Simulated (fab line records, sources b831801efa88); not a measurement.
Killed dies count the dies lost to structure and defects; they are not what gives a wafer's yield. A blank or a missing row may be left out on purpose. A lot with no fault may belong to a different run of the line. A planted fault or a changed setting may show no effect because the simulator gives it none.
Matching of chambers | flow gf180mcu | GF_STI_CMP_25 on cmp-01 has 4 sister chambers
The step polishes, stops on Si3N4, t overpolish 33 s, target thk 524.6 nm. 8 wafers are shown with their chamber, then 8 later ones without.

== WAFERS WITH THEIR CHAMBER ==
wafer  | chamber | motor-current-A (A) | time-to-endpoint-s (s)
L080.6 | 2       | 10.5                | 125
L083.2 | 3       | 11.6                | 116
L083.3 | 2       | 11.1                | 125
L083.6 | 0       | 9.7                 | 123
L087.2 | 3       | 11.9                | 122
L087.5 | 1       | 10.9                | 119
L087.6 | 0       | 10.2                | 119
L091.1 | 1       | 11.6                | 120

== WAFERS MISSING THEIR CHAMBER ==
wafer  | motor-current-A (A) | time-to-endpoint-s (s)
L091.2 | 10.6                | 127
L091.5 | 11.8                | 122
L094.2 | 10.0                | 125
L094.3 | 10.7                | 124
L094.6 | 11.5                | 122
L096.2 | 9.9                 | 124
L096.4 | 11.1                | 121
L096.5 | 12.1                | 117

== WHICH CHAMBER EACH WENT THROUGH ==
wafer  | from the rows above          | in truth
L091.2 | can't be placed: 2 or 0      | 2
L091.5 | can't be placed: 3 or 1 or 2 | 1
L094.2 | can't be placed: 0 or 2      | 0
L094.3 | can't be placed: 2 or 1 or 0 | 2
L094.6 | can't be placed: 1 or 3 or 2 | 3
L096.2 | can't be placed: 0 or 2      | 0
L096.4 | can't be placed: 1 or 2 or 3 | 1
L096.5 | can't be placed: 3 or 1      | 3
Placed correctly: 0 of 8. Unplaceable from these rows: 8, with the true chamber sitting among the candidates in 8. 0 placed wrongly.
How it was worked out, from the rows above alone: a wafer's distance from a chamber is the root of the sum, over the readings, of the square of ((its reading less the chamber's mean) divided by the reading's scatter). The wafer belongs to the nearest chamber; if the next one is less than 2 further off, it can't be placed. The mean given for a chamber averages the wafers shown for that chamber. The scatter is the square root of a quotient: the sum, over the shown wafers, of each reading's squared deviation from its chamber's mean, divided by wafers minus chambers.
